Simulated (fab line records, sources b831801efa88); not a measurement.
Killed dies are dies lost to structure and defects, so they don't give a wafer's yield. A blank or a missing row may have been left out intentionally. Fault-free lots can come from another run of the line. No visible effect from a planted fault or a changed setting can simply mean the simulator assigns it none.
Chamber matching ; flow sfq line ; SFQ_TRILAYER_I4_CMP_CMP_100 on cmp-01 has 4 sister chambers
The step polishes SiO2. 7 wafers are shown with their chamber, then 9 later ones without.

WAFERS PAIRED WITH THEIR CHAMBERS
wafer;chamber;motor current A (A);time to endpoint s (s)
L488.1;2;10.1;217
L492.3;3;9.2;205
L492.1;1;9.7;204
L492.6;3;9.4;217
L495.2;0;9.9;205
L495.5;0;9.6;213
L495.6;1;9.8;209

WAFERS WHOSE CHAMBER IS MISSING
wafer;motor current A (A);time to endpoint s (s)
L504.1;9.6;216
L504.4;9.6;202
L504.5;9.2;213
L505.4;9.4;231
L505.5;10.2;214
L505.6;9.4;216
L506.2;9.6;213
L506.5;9.3;224
L506.6;9.4;218

EACH ONE'S CHAMBER
wafer;from the rows above;in truth
L504.1;can't be placed: 0 or 1 or 3 or 2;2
L504.4;can't be placed: 1 or 0 or 3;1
L504.5;3;3
L505.4;can't be placed: 3 or 0 or 1 or 2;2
L505.5;2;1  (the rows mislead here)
L505.6;can't be placed: 3 or 0 or 1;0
L506.2;can't be placed: 0 or 1 or 3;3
L506.5;can't be placed: 3 or 0 or 1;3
L506.6;can't be placed: 3 or 0 or 1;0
Correct placement for 1 of the 9. These rows do not allow placing 7 (true chamber among the candidates in 7). Wrongly placed: 1.
How it was worked out, from the rows above alone: a wafer's distance from a chamber is the root of the sum, over the readings, of the square of ((its reading less the chamber's mean) divided by the reading's scatter). The wafer belongs to the nearest chamber; if the next one is less than 2 further off, it can't be placed. A chamber's mean is the mean of its shown wafers. The scatter: take each reading less its chamber's mean, square it, sum over the shown wafers, divide by the number of wafers less the number of chambers, and take the root.
